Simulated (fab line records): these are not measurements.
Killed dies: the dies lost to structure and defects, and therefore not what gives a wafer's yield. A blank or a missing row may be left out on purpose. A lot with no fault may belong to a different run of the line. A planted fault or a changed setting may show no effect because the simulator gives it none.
fab line records    flow sky130
record lots=6  wafers=18  last_day=49
route steps=708 shown LDD_P@264 LDD_HVN@267 LDD_HVP@278 LDD_LDN@289 SPACER@304 PAD_OPEN@708
lots that met no fault: from a run of the same line without faults
start_h: hours from the record's first day to the start of the lot's first wafer shown    wait_h: hours from the lot's prior step to this one    " repeats the value in the row above    L1.1+2: a row that stands for several wafers    - no value, or no start was given    * or withheld: withheld    < > ~ a bound
route shown NAME@n: names a module that has steps shown in the file, with the first one's number in the route    usual: mean and standard deviation over wafers with no fault    same: alike in all rows    chamber/n: place in a boat    sites: readings site by site    _std_site: the values' standard deviation    _edge_site: inner sites' mean taken away from outer sites' mean    radius_mm: how far each site lies from the wafer's centre    mask NAME#n: copy n    behind: the most recent tool/chamber to have shaped the wafer    hold: cause of the lot's hold/its duration in hours/its outcome    device: the transistor (n, p or np) that didn't switch    end of line: tests of these same wafers at the route's end    for a step that has no rows: nothing shown but its recipe    killed: dies that structure and defects cost at the first sort, which is not the same as the wafer's yield    map: per-die view of a wafer (x killed, . not killed, _ where there is no die)
set.NAME: the setting the step ran with; set.NAME@STEP: the setting that earlier step ran with    model.NAME: the simulator's own value behind a step, which no gauge read
a table for each step, a row for each wafer; lots at some steps of the route
services: the hour from which a tool's chamber was out of use, counted from the record's first day as start_h (under 0 if before that day), plus the number of hours and why
## steps
# step SKY_LDD_P_IMPLANT_09
# recipe species=BF2  energy_kev=25  dose_cm2=1e+13  tilt_deg=withheld
# step SKY_LDD_P_STRIP_10
# recipe chemistry=O2/N2  power_w=1400  pressure_mtorr=1500  platen_temp_c=withheld  o2_flow_sccm=3000  n2_flow_sccm=300  overash_fraction=0.5
# usual drypump_motor_current_A=5.5/0.39  oes_product_au=0.716/0.0043  strip_time_to_endpoint_s=14.33/0.039
lot.wafer  tool             chamber  start_h  wait_h  drypump_motor_current_A  oes_product_au  rf_hours_counter_h  strip_time_to_endpoint_s
L333.2     plasma_asher-04  1        463.51   0.1     5.0                      0.717           76                  14.28
L333.4     "                0        "        "       6.0                      0.716           -                   14.31
L333.5     "                0        "        "       6.0                      0.716           -                   14.31
L335.2     plasma_asher-03  0        481.73   0.1     5.0                      0.708           68                  14.33
L335.5     "                1        "        "       5.9                      0.712           -                   14.34
L335.6     "                0        "        "       5.1                      0.708           -                   14.35
L336.1     plasma_asher-03  0        490.93   0.1     5.0                      0.712           69                  14.39
L336.5     "                1        "        "       5.9                      0.714           -                   14.37
L336.6     "                0        "        "       5.0                      0.711           -                   14.38
L340.1     plasma_asher-03  0        535.13   0.1     5.0                      0.721           73                  14.43
L340.2     "                1        "        "       5.9                      0.709           73                  14.36
L340.6     "                0        "        "       5.0                      0.716           -                   14.40
L346.2     plasma_asher-01  0        584.17   0.1     5.8                      0.719           14                  14.32
L346.4     "                0        "        "       5.8                      0.714           -                   14.34
L346.6     "                0        "        "       5.7                      0.714           -                   14.36
L347.1     plasma_asher-01  1        585.43   0.1     5.6                      0.717           15                  14.36
L347.5     "                0        "        "       5.7                      0.724           -                   14.38
L347.6     "                1        "        "       5.6                      0.714           -                   14.32
# step SKY_LDD_P_TW_MEAS_11
# usual LDD_P_TW=630/5.3
lot.wafer  tool           chamber  start_h  wait_h  LDD_P_TW
L333.2     film_metro-02  -        463.62   0.1     628
L333.4     "              -        "        "       627
L333.5     "              -        "        "       628
L335.2     film_metro-02  -        481.84   0.1     624
L335.5     "              -        "        "       623
L335.6     "              -        "        "       626
L336.1     film_metro-02  -        491.03   0.1     624
L336.5     "              -        "        "       628
L336.6     "              -        "        "       623
L340.1     film_metro-01  -        535.23   0.1     633
L340.2     "              -        "        "       633
L340.6     "              -        "        "       635
L346.2     film_metro-03  -        584.28   0.1     637
L346.4     "              -        "        "       638
L346.6     "              -        "        "       636
L347.1     film_metro-02  -        585.53   0.1     630
L347.5     "              -        "        "       628
L347.6     "              -        "        "       627
# step SKY_LDD_HVN_DEHYDRATE_00
# recipe temp_c=200  time_s=60
# step SKY_LDD_HVN_HMDS_01
# recipe prime_time_s=60  prime_temp_c=120
# step SKY_LDD_HVN_COAT_02
# recipe resist=NOVOLAK  spin_rpm=3000  resist_thk_nm=300
# step SKY_LDD_HVN_SOFTBAKE_03
# recipe temp_c=90  time_s=60  resist=NOVOLAK
# step SKY_LDD_HVN_EXPOSE_04
# recipe mask_id=HVNTM  na=0.6  source_shape=conventional  sigma_outer=0.6  polarization=unpolarized  target_cd_nm=700  dose_mj=127
# step SKY_LDD_HVN_PEB_05
# recipe temp_c=withheld  time_s=*  resist=NOVOLAK
# step SKY_LDD_HVN_DEVELOP_06
# recipe resist=NOVOLAK  developer=TMAH  develop_time_s=60  dev_temp_c=23
# step SKY_LDD_HVN_OVL_MEAS_07
# usual LDD_HVN_OVL=-1.2/1.5
lot.wafer  tool        chamber  start_h  wait_h  LDD_HVN_OVL[nm]
L333.2     overlay-02  -        494.38   0.1     2.2
L333.4     "           -        "        "       1.8
L333.5     "           -        "        "       0.5
L335.2     overlay-02  -        512.33   0.1     2.0
L335.5     "           -        "        "       0.2
L335.6     "           -        "        "       0.3
L336.1     overlay-01  -        521.29   0.1     -1.2
L336.5     "           -        "        "       -1.1
L336.6     "           -        "        "       -1.7
L340.1     overlay-02  -        564.54   0.1     -0.2
L340.2     "           -        "        "       -1.9
L340.6     "           -        "        "       0.1
L346.2     overlay-01  -        612.74   0.1     -2.1
L346.4     "           -        "        "       -2.0
L346.6     "           -        "        "       -1.2
L347.1     overlay-01  -        614.07   0.1     -0.3
L347.5     "           -        "        "       -0.2
L347.6     "           -        "        "       1.0
# step SKY_LDD_HVN_IMPLANT_08
# recipe species=P  energy_kev=60  dose_cm2=3e+13  tilt_deg=40
# step SKY_LDD_HVN_STRIP_09
# recipe chemistry=O2/N2  power_w=1400  pressure_mtorr=1500  platen_temp_c=withheld  o2_flow_sccm=3000  n2_flow_sccm=300  overash_fraction=0.5
# usual drypump_motor_current_A=5.5/0.4  oes_product_au=0.409/0.0041  strip_time_to_endpoint_s=4.136/0.014
lot.wafer  tool             chamber  start_h  wait_h  drypump_motor_current_A  oes_product_au  rf_hours_counter_h  strip_time_to_endpoint_s
L333.2     plasma_asher-02  0        494.56   0.1     5.7                      0.405           38                  4.134
L333.4     "                1        "        "       5.2                      0.405           -                   4.130
L333.5     "                0        "        "       5.7                      0.406           -                   4.129
L335.2     plasma_asher-03  0        512.51   0.1     5.1                      0.408           71                  4.141
L335.5     "                1        "        "       5.9                      0.415           -                   4.117
L335.6     "                0        "        "       5.1                      0.405           -                   4.129
L336.1     plasma_asher-04  1        521.48   0.1     5.0                      0.411           81                  4.141
L336.5     "                0        "        "       6.0                      0.411           -                   4.159
L336.6     "                1        "        "       5.0                      0.406           -                   4.143
L340.1     plasma_asher-03  1        564.72   0.1     5.9                      0.402           76                  4.143
L340.2     "                0        "        "       5.1                      0.403           76                  4.120
L340.6     "                0        "        "       5.1                      0.409           -                   4.138
L346.2     plasma_asher-03  1        612.92   0.1     5.9                      0.404           81                  4.137
L346.4     "                1        "        "       5.9                      0.411           -                   4.175
L346.6     "                0        "        "       5.1                      0.415           -                   4.171
L347.1     plasma_asher-03  1        614.26   0.1     5.9                      0.415           82                  4.168
L347.5     "                0        "        "       5.1                      0.409           -                   4.155
L347.6     "                1        "        "       5.9                      0.415           -                   4.162
# step SKY_LDD_HVN_TW_MEAS_10
# usual LDD_HVN_TW=1433/19
lot.wafer  tool           chamber  start_h  wait_h  LDD_HVN_TW
L333.2     film_metro-02  -        494.67   0.1     1416
L333.4     "              -        "        "       1414
L333.5     "              -        "        "       1417
L335.2     film_metro-04  -        512.62   0.1     1453
L335.5     "              -        "        "       1452
L335.6     "              -        "        "       1450
L336.1     film_metro-02  -        521.58   0.1     1419
L336.5     "              -        "        "       1410
L336.6     "              -        "        "       1407
L340.1     film_metro-04  -        564.82   0.1     1457
L340.2     "              -        "        "       1456
L340.6     "              -        "        "       1456
L346.2     film_metro-01  -        613.03   0.1     1429
L346.4     "              -        "        "       1434
L346.6     "              -        "        "       1424
L347.1     film_metro-02  -        614.36   0.1     1419
L347.5     "              -        "        "       1407
L347.6     "              -        "        "       1418
# step SKY_LDD_HVP_DEHYDRATE_00
# recipe temp_c=200  time_s=60
# step SKY_LDD_HVP_HMDS_01
# recipe prime_time_s=60  prime_temp_c=120
# step SKY_LDD_HVP_COAT_02
# recipe resist=NOVOLAK  spin_rpm=3000  resist_thk_nm=300
# step SKY_LDD_HVP_SOFTBAKE_03
# recipe temp_c=90  time_s=60  resist=NOVOLAK
# step SKY_LDD_HVP_EXPOSE_04
# recipe mask_id=HVPTM  na=0.6  source_shape=conventional  sigma_outer=0.6  polarization=unpolarized  target_cd_nm=700  dose_mj=86
# step SKY_LDD_HVP_PEB_05
# recipe temp_c=withheld  time_s=*  resist=NOVOLAK
# step SKY_LDD_HVP_DEVELOP_06
# recipe resist=NOVOLAK  developer=TMAH  develop_time_s=60  dev_temp_c=23
# step SKY_LDD_HVP_OVL_MEAS_07
# usual LDD_HVP_OVL=0.6/1.3
lot.wafer  tool        chamber  start_h  wait_h  LDD_HVP_OVL[nm]
L333.2     overlay-01  -        525.24   0.1     -0.6
L333.4     "           -        "        "       0.2
L333.5     "           -        "        "       -1.5
L335.2     overlay-01  -        542.79   0.1     0.9
L335.5     "           -        "        "       2.0
L335.6     "           -        "        "       2.2
L336.1     overlay-01  -        551.79   0.1     1.1
L336.5     "           -        "        "       -0.4
L336.6     "           -        "        "       0.3
L340.1     overlay-01  -        594.19   0.1     1.8
L340.2     "           -        "        "       1.8
L340.6     "           -        "        "       0.3
L346.2     overlay-02  -        641.63   0.1     1.8
L346.4     "           -        "        "       -1.7
L346.6     "           -        "        "       -1.8
L347.1     overlay-02  -        642.85   0.1     -0.3
L347.5     "           -        "        "       0.1
L347.6     "           -        "        "       1.1
# step SKY_LDD_HVP_IMPLANT_08
# recipe species=B  energy_kev=19.78  dose_cm2=1.7e+13  tilt_deg=17.9
# step SKY_LDD_HVP_STRIP_09
# recipe chemistry=O2/N2  power_w=1400  pressure_mtorr=1500  platen_temp_c=withheld  o2_flow_sccm=3000  n2_flow_sccm=300  overash_fraction=0.5
# usual drypump_motor_current_A=5.53/0.26  oes_product_au=0.408/0.0048  strip_time_to_endpoint_s=4.134/0.013
lot.wafer  tool             chamber  start_h  wait_h  drypump_motor_current_A  oes_product_au  rf_hours_counter_h  strip_time_to_endpoint_s
L333.2     plasma_asher-02  1        525.42   0.1     5.26                     0.412           41                  4.163
L333.4     "                1        "        "       5.28                     0.414           -                   4.132
L333.5     "                1        "        "       5.26                     0.408           -                   4.156
L335.2     plasma_asher-04  1        542.97   0.1     5.04                     0.406           83                  4.140
L335.5     "                1        "        "       5.03                     0.412           -                   4.145
L335.6     "                0        "        "       5.97                     0.396           -                   4.140
L336.1     plasma_asher-01  0        551.97   0.1     5.71                     0.409           11                  4.151
L336.5     "                0        "        "       5.71                     0.411           -                   4.152
L336.6     "                1        "        "       5.63                     0.413           -                   4.148
L340.1     plasma_asher-01  1        594.37   0.1     5.61                     0.410           15                  4.158
L340.2     "                0        "        "       5.70                     0.404           15                  4.141
L340.6     "                1        "        "       5.61                     0.415           -                   4.132
L346.2     plasma_asher-02  1        641.81   0.1     5.24                     0.396           53                  4.128
L346.4     "                1        "        "       5.24                     0.403           -                   4.132
L346.6     "                0        "        "       5.66                     0.413           -                   4.106
L347.1     plasma_asher-01  0        643.04   0.1     5.70                     0.404           22                  4.131
L347.5     "                1        "        "       5.64                     0.409           -                   4.141
L347.6     "                0        "        "       5.70                     0.413           -                   4.157
# step SKY_LDD_HVP_TW_MEAS_10
# usual LDD_HVP_TW=455/5.9
lot.wafer  tool           chamber  start_h  wait_h  LDD_HVP_TW
L333.2     film_metro-03  -        525.53   0.1     457
L333.4     "              -        "        "       456
L333.5     "              -        "        "       457
L335.2     film_metro-03  -        543.08   0.1     456
L335.5     "              -        "        "       455
L335.6     "              -        "        "       457
L336.1     film_metro-02  -        552.07   0.1     448
L336.5     "              -        "        "       448
L336.6     "              -        "        "       450
L340.1     film_metro-02  -        594.47   0.1     447
L340.2     "              -        "        "       448
L340.6     "              -        "        "       449
L346.2     film_metro-02  -        641.92   0.1     445
L346.4     "              -        "        "       443
L346.6     "              -        "        "       446
L347.1     film_metro-04  -        643.14   0.1     464
L347.5     "              -        "        "       462
L347.6     "              -        "        "       462
# step SKY_LDD_LDN_DEHYDRATE_00
# recipe temp_c=200  time_s=60
# step SKY_LDD_LDN_HMDS_01
# recipe prime_time_s=60  prime_temp_c=120
# step SKY_LDD_LDN_COAT_02
# recipe resist=NOVOLAK  spin_rpm=3000  resist_thk_nm=1140
# step SKY_LDD_LDN_SOFTBAKE_03
# recipe temp_c=90  time_s=60  resist=NOVOLAK
# step SKY_LDD_LDN_EXPOSE_04
# recipe mask_id=LDNTM  na=0.6  source_shape=conventional  sigma_outer=0.6  polarization=unpolarized  target_cd_nm=700  dose_mj=140
# step SKY_LDD_LDN_PEB_05
# recipe temp_c=withheld  time_s=*  resist=NOVOLAK
# step SKY_LDD_LDN_DEVELOP_06
# recipe resist=NOVOLAK  developer=TMAH  develop_time_s=60  dev_temp_c=23
# step SKY_LDD_LDN_OVL_MEAS_07
# usual LDD_LDN_OVL=0.9/1.3
lot.wafer  tool        chamber  start_h  wait_h  LDD_LDN_OVL[nm]
L333.2     overlay-02  -        555.38   0.1     0.4
L333.4     "           -        "        "       -1.0
L333.5     "           -        "        "       -0.4
L335.2     overlay-01  -        572.76   0.1     0.5
L335.5     "           -        "        "       -0.3
L335.6     "           -        "        "       -0.3
L336.1     overlay-01  -        581.47   0.1     1.4
L336.5     "           -        "        "       2.7
L336.6     "           -        "        "       1.6
L340.1     overlay-01  -        623.24   0.1     -2.0
L340.2     "           -        "        "       0.0
L340.6     "           -        "        "       -0.5
L346.2     overlay-02  -        670.69   0.1     1.5
L346.4     "           -        "        "       -0.6
L346.6     "           -        "        "       0.8
L347.1     overlay-01  -        671.42   0.1     -0.8
L347.5     "           -        "        "       -1.1
L347.6     "           -        "        "       0.5
# step SKY_LDD_LDN_IMPLANT_08
# recipe species=As  energy_kev=15  dose_cm2=1.25e+13  tilt_deg=withheld  rotation_deg=23
# step SKY_LDD_LDN_IMPLANT_09
# recipe species=As  energy_kev=15  dose_cm2=1.25e+13  tilt_deg=withheld  rotation_deg=113
# step SKY_LDD_LDN_IMPLANT_10
# recipe species=As  energy_kev=15  dose_cm2=1.25e+13  tilt_deg=withheld  rotation_deg=203
# step SKY_LDD_LDN_IMPLANT_11
# recipe species=As  energy_kev=15  dose_cm2=1.25e+13  tilt_deg=withheld  rotation_deg=293
# step SKY_LDD_LDN_STRIP_12
# recipe chemistry=O2/N2  power_w=1400  pressure_mtorr=1500  platen_temp_c=withheld  o2_flow_sccm=3000  n2_flow_sccm=300  overash_fraction=0.5
# usual drypump_motor_current_A=5.52/0.27  oes_product_au=0.715/0.0048  strip_time_to_endpoint_s=14.21/0.045
lot.wafer  tool             chamber  start_h  wait_h  drypump_motor_current_A  oes_product_au  rf_hours_counter_h  strip_time_to_endpoint_s
L333.2     plasma_asher-03  0        556.01   0.1     5.04                     0.723           75                  14.22
L333.4     "                0        "        "       5.05                     0.711           -                   14.23
L333.5     "                1        "        "       5.92                     0.717           -                   14.23
L335.2     plasma_asher-02  0        573.39   0.1     5.64                     0.716           46                  14.27
L335.5     "                1        "        "       5.25                     0.710           -                   14.25
L335.6     "                0        "        "       5.65                     0.718           -                   14.24
L336.1     plasma_asher-01  1        582.10   0.1     5.64                     0.714           14                  14.25
L336.5     "                1        "        "       5.61                     0.715           -                   14.28
L336.6     "                0        "        "       5.76                     0.716           -                   14.23
L340.1     plasma_asher-02  0        623.87   0.1     5.62                     0.717           50                  14.23
L340.2     "                1        "        "       5.27                     0.718           50                  14.23
L340.6     "                0        "        "       5.61                     0.715           -                   14.22
L346.2     plasma_asher-02  1        671.32   0.1     5.25                     0.720           57                  14.10
L346.4     "                0        "        "       5.64                     0.707           -                   14.17
L346.6     "                1        "        "       5.23                     0.707           -                   14.18
L347.1     plasma_asher-01  1        672.05   0.1     5.62                     0.713           25                  14.21
L347.5     "                0        "        "       5.73                     0.717           -                   14.20
L347.6     "                1        "        "       5.62                     0.710           -                   14.16
# step SKY_LDD_LDN_TW_MEAS_13
# usual LDD_LDN_TW=1487/9.9
lot.wafer  tool           chamber  start_h  wait_h  LDD_LDN_TW
L333.2     film_metro-03  -        556.12   0.1     1483
L333.4     "              -        "        "       1487
L333.5     "              -        "        "       1477
L335.2     film_metro-04  -        573.50   0.1     1501
L335.5     "              -        "        "       1504
L335.6     "              -        "        "       1507
L336.1     film_metro-01  -        582.20   0.1     1481
L336.5     "              -        "        "       1484
L336.6     "              -        "        "       1483
L340.1     film_metro-01  -        624.01   0.1     1480
L340.2     "              -        "        "       1470
L340.6     "              -        "        "       1470
L346.2     film_metro-01  -        671.43   0.1     1478
L346.4     "              -        "        "       1478
L346.6     "              -        "        "       1474
L347.1     film_metro-04  -        672.15   0.1     1502
L347.5     "              -        "        "       1500
L347.6     "              -        "        "       1499
# step SKY_LDD_LDN_CLEAN_14
# recipe chemistry=SC1/SC2  mix=1:4:20  temp_c=70  time_s=150  dry=n2_spin
# step SKY_SPACER_CVD_00
# recipe material=Si3N4  precursor=DCS/NH3  target_thk_nm=43.1  temp_c=770  time_s=740  pressure_mtorr=250
# step SKY_SPACER_THK_MEAS_01
# recipe reads=Si3N4_of_SPACER_CVD_00
# usual SPACER_CVD_00_THK=43.3/0.43
lot.wafer  tool           chamber  start_h  wait_h  SPACER_CVD_00_THK[nm]
L333.2     film_metro-02  -        557.43   0.0     44.2
L333.4     "              -        "        "       44.0
L333.5     "              -        "        "       44.2
L335.2     film_metro-03  -        574.81   0.0     43.9
L335.5     "              -        "        "       44.0
L335.6     "              -        "        "       43.9
L336.1     film_metro-02  -        584.12   0.0     43.9
L336.5     "              -        "        "       43.8
L336.6     "              -        "        "       43.7
L340.1     film_metro-02  -        625.32   0.0     43.8
L340.2     "              -        "        "       43.7
L340.6     "              -        "        "       43.7
L346.2     film_metro-01  -        672.75   0.0     42.5
L346.4     "              -        "        "       43.1
L346.6     "              -        "        "       42.7
L347.1     film_metro-03  -        673.95   0.0     43.3
L347.5     "              -        "        "       43.0
L347.6     "              -        "        "       43.5
# step SKY_PAD_OPEN_PROBE_99
# usual killed_at_M0_to_M3=45/7.1  killed_at_M4_up=3.0/1.8  killed_at_contacts=24/5.4  killed_at_front_end=16/4.9  killed_at_other=0.3/0.63  killed_dies=88/11  killed_open=47/7.4  killed_short=40/7
# same gross_dies=492  killed_at_back_side=0
lot.wafer  tool       chamber  start_h  wait_h  hold                      killed_at_M0_to_M3  killed_at_M4_up  killed_at_contacts  killed_at_front_end  killed_at_other  killed_dies  killed_open  killed_short
L333.2     prober-02  -        1094.52  0.1     -                         34                  2                22                  21                   0                79           37           42
L333.4     prober-02  -        1094.62  0.2     -                         42                  2                19                  11                   0                74           39           35
L333.5     prober-02  -        1094.67  0.2     -                         44                  1                9                   19                   0                73           33           40
L335.2     prober-02  -        1107.29  0.1     -                         37                  4                24                  16                   0                81           44           37
L335.5     prober-02  -        1107.44  0.2     -                         40                  2                21                  16                   2                81           43           38
L335.6     prober-02  -        1107.49  0.2     -                         36                  3                21                  18                   0                78           37           41
L336.1     prober-01  -        1112.78  0.1     -                         44                  3                31                  17                   1                96           52           44
L336.5     prober-01  -        1112.98  0.2     -                         37                  5                26                  13                   0                81           48           32
L336.6     prober-01  -        1113.03  0.2     -                         47                  1                31                  12                   0                91           61           30
L340.1     prober-01  -        1140.02  0.1     -                         53                  4                40                  13                   1                111          60           51
L340.2     prober-01  -        1140.07  0.1     -                         49                  0                22                  29                   0                100          55           45
L340.6     prober-01  -        1140.27  0.2     -                         49                  3                20                  17                   0                89           56           33
L346.2     prober-01  -        1171.36  0.1     await_dispo/3.7h/release  48                  4                31                  50                   0                133          50           44
L346.4     prober-01  -        1171.46  0.2     await_dispo/3.7h/release  31                  1                21                  60                   0                113          33           35
L346.6     prober-01  -        1171.56  0.2     await_dispo/3.7h/release  40                  3                21                  49                   0                113          37           34
L347.1     prober-02  -        1173.20  0.1     await_dispo/2.6h/release  58                  0                19                  65                   0                142          50           41
L347.5     prober-02  -        1173.40  0.2     await_dispo/2.6h/release  55                  3                21                  62                   0                141          60           37
L347.6     prober-02  -        1173.45  0.2     await_dispo/2.6h/release  52                  5                25                  64                   0                146          56           42
# killed by level:class
L333.2 LI_CONTACT:geometric_particle:open=8 LOCAL_INTERCONNECT:geometric_particle:short=7 POLY_GATE:geometric_particle:open=6 VIA2:geometric_particle:open=6 VIA3:geometric_particle:short=5 VIA1:geometric_particle:short=5 FIELD_ISO:geometric_particle:short=4 CONTACT:geometric_particle:open=4
L333.4 VIA1:geometric_particle:open=10 VIA3:geometric_particle:open=8 CONTACT:geometric_particle:open=6 METAL1:geometric_particle:short=6 METAL2:geometric_particle:short=6 LI_CONTACT:geometric_particle:open=5 POLY_GATE:geometric_particle:open=4 CONTACT:geometric_particle:short=4
L333.5 METAL1:geometric_particle:short=7 VIA1:geometric_particle:open=6 VIA1:geometric_particle:short=6 VIA2:geometric_particle:open=6 POLY_GATE:geometric_particle:short=5 VIA2:geometric_particle:short=5 POLY_GATE:geometric_particle:open=4 SPACER:geometric_particle:open=4
L335.2 CONTACT:geometric_particle:open=10 METAL2:geometric_particle:short=10 VIA1:geometric_particle:short=6 LI_CONTACT:geometric_particle:open=6 VIA1:geometric_particle:open=6 LI_CONTACT:geometric_particle:short=5 VIA3:geometric_particle:open=5 POLY_GATE:geometric_particle:open=4
L335.5 VIA1:geometric_particle:open=11 CONTACT:geometric_particle:open=8 METAL1:geometric_particle:short=6 LOCAL_INTERCONNECT:geometric_particle:short=4 CONTACT:geometric_particle:short=4 VIA3:geometric_particle:short=4 VIA3:geometric_particle:open=4 FIELD_ISO:geometric_particle:short=3
L335.6 LI_CONTACT:geometric_particle:open=6 METAL2:geometric_particle:short=6 FIELD_ISO:geometric_particle:short=5 POLY_GATE:geometric_particle:open=5 LOCAL_INTERCONNECT:geometric_particle:short=5 CONTACT:geometric_particle:open=5 METAL1:geometric_particle:short=5 VIA3:geometric_particle:open=5
L336.1 VIA1:geometric_particle:open=13 CONTACT:geometric_particle:open=10 LOCAL_INTERCONNECT:geometric_particle:short=8 LI_CONTACT:geometric_particle:open=8 FIELD_ISO:geometric_particle:short=5 METAL2:geometric_particle:short=5 METAL1:geometric_particle:short=5 VIA3:geometric_particle:open=5
L336.5 VIA2:geometric_particle:open=10 CONTACT:geometric_particle:open=9 VIA3:geometric_particle:open=7 LI_CONTACT:geometric_particle:open=6 VIA1:geometric_particle:open=6 LOCAL_INTERCONNECT:geometric_particle:short=5 SPACER:geometric_particle:short=3 LOCAL_INTERCONNECT:geometric_particle:open=3
L336.6 CONTACT:geometric_particle:open=13 VIA1:geometric_particle:open=12 FIELD_ISO:geometric_particle:open=8 LI_CONTACT:geometric_particle:open=8 VIA3:geometric_particle:open=8 VIA2:geometric_particle:open=6 VIA3:geometric_particle:short=5 LOCAL_INTERCONNECT:geometric_particle:short=5
L340.1 CONTACT:geometric_particle:open=16 VIA1:geometric_particle:open=15 CONTACT:geometric_particle:short=8 VIA3:geometric_particle:open=8 LOCAL_INTERCONNECT:geometric_particle:short=7 METAL2:geometric_particle:short=6 VIA2:geometric_particle:open=6 METAL3:geometric_particle:short=6
L340.2 VIA1:geometric_particle:open=16 FIELD_ISO:geometric_particle:short=12 VIA3:geometric_particle:open=7 LI_CONTACT:geometric_particle:open=7 CONTACT:geometric_particle:open=7 FIELD_ISO:geometric_particle:open=6 POLY_GATE:geometric_particle:short=6 METAL1:geometric_particle:short=5
L340.6 VIA1:geometric_particle:open=16 CONTACT:geometric_particle:open=11 VIA3:geometric_particle:open=9 FIELD_ISO:geometric_particle:short=6 VIA2:geometric_particle:open=6 VIA1:geometric_particle:short=5 METAL2:geometric_particle:short=4 CONTACT:geometric_particle:short=3
L346.2 LDD_HVN:unspecified=39 CONTACT:geometric_particle:open=14 VIA1:geometric_particle:open=10 METAL2:geometric_particle:short=8 CONTACT:geometric_particle:short=8 VIA3:geometric_particle:open=7 METAL1:geometric_particle:short=6 FIELD_ISO:geometric_particle:short=4
L346.4 LDD_HVN:unspecified=45 CONTACT:geometric_particle:open=11 POLY_GATE:geometric_particle:short=6 VIA1:geometric_particle:short=6 VIA2:geometric_particle:short=6 VIA1:geometric_particle:open=4 FIELD_ISO:geometric_particle:open=3 FIELD_ISO:geometric_particle:short=3
L346.6 LDD_HVN:unspecified=42 LI_CONTACT:geometric_particle:open=8 METAL1:geometric_particle:short=7 VIA1:geometric_particle:open=7 CONTACT:geometric_particle:open=6 VIA3:geometric_particle:open=6 METAL2:geometric_particle:short=5 VIA2:geometric_particle:short=4
L347.1 LDD_HVN:unspecified=50 VIA1:geometric_particle:open=14 VIA2:geometric_particle:open=11 VIA1:geometric_particle:short=7 LI_CONTACT:geometric_particle:open=5 METAL1:geometric_particle:short=5 FIELD_ISO:geometric_particle:short=4 POLY_GATE:geometric_particle:short=4
L347.5 LDD_HVN:unspecified=43 VIA1:geometric_particle:open=16 VIA2:geometric_particle:open=12 POLY_GATE:geometric_particle:open=7 CONTACT:geometric_particle:open=6 VIA2:geometric_particle:short=5 LI_CONTACT:geometric_particle:open=5 VIA1:geometric_particle:short=5
L347.6 LDD_HVN:unspecified=48 LI_CONTACT:geometric_particle:open=12 VIA2:geometric_particle:open=12 VIA1:geometric_particle:open=10 VIA1:geometric_particle:short=6 METAL3:geometric_particle:short=6 POLY_GATE:geometric_particle:open=5 METAL4:geometric_particle:short=5
# map L346.2 (x killed, . not)
__________........x._________
________.......x......_______
______x.......xxx......x_____
_____.x.xx..x......x....x____
____..xx......x.x.........___
___.x......x.....x.........__
__.xx..........x...x...x...._
_....xx......x.....xxxx.x....
_.........x..x.x.xxxxx....x..
_.....x.......xxxxxxx...xx...
_.xx...xx......xxxxxxxx......
_.x......x.....xxxxxxxx.....x
_.xx.......x....xxxxxx...x...
_......x...xx..x.xxxx.x......
_....xx..x...x....x....x....x
__...x..xx...x.xx....xx....._
___....x......x..x.........__
____..x.x....x..x.........___
_____xx.xxxx.......x.....____
______.x....xx....x..x.._____
________......xx..xx.._______
__________.....x...._________
# map L347.6 (x killed, . not)
__________.....x..xx_________
________......x....x.._______
______.....x..x.....x..._____
_____....x....x.x.x..x.x.____
____..x........x.....x....___
___.x.x..x..x......x.......__
__..........xxx..x..x...x..x_
_x....x...x.....x.xx.x.......
_........xx...x.xxxxxxx...x..
_.......x.....xxxxxxxxxxx.x.x
_....x.xx....x.xxxxxxxxx..x..
_..x..........xxxxxxxxxxx....
_.x.....x...x...xxxxxx......x
_.x.x........x.xxxxx..xxx..x.
_...xx....x..xxx...xx......x.
__..x...........x.......x..._
___.........x....xx.x...xx.__
____..x..x.......x.....x..___
_____...x..x..x..x...xxx.____
______......x.........x._____
________x..x..x....x.x_______
__________.....x...._________
## services
tool             chamber  start_h  hours  kind
plasma_asher-01  -        450.28   7.5    repair
plasma_asher-04  -        498.36   2.9    repair
plasma_asher-02  -        510.40   1.7    repair
plasma_asher-03  -        529.49   5.5    repair
plasma_asher-02  -        540.37   0.8    repair
plasma_asher-03  -        565.76   0.9    repair
plasma_asher-04  -        590.36   14.9   pm
plasma_asher-02  -        611.40   4.5    repair
plasma_asher-04  -        627.14   42.1   repair
plasma_asher-03  -        647.15   2.8    pm
plasma_asher-01  -        663.76   3.3    repair
plasma_asher-04  -        667.01   6.2    repair
## key
first_sign step=SKY_PAD_OPEN_PROBE_99  reading=killed_at_front_end  direction=up  sigmas=8.7  usual=16  struck=58
effect step=SKY_PAD_OPEN_PROBE_99  reading=killed_dies  direction=up  sigmas=4  usual=88  struck=131
met_at SKY_LDD_HVN_STRIP_09
struck_wafers L346.2,L346.4,L346.6,L347.1,L347.5,L347.6
tester_left_out L346,L347
onset_between 564.72 612.92
also_fits time
fault kind=chamber_particle_source  tool=plasma_asher-03  chamber=-  onset_h=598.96  steps=SKY_LDD_HVN_STRIP_09  rate_per_visit_cm2=0.56472  end_h=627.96
# tester_left_out: of these lots the tester's yield and bins aren't shown, on N5 and GAA mostly nor the transistor test; their killed dies are dies lost to structure and defects alone, not to doping, threshold or leakage, so they don't give the yield
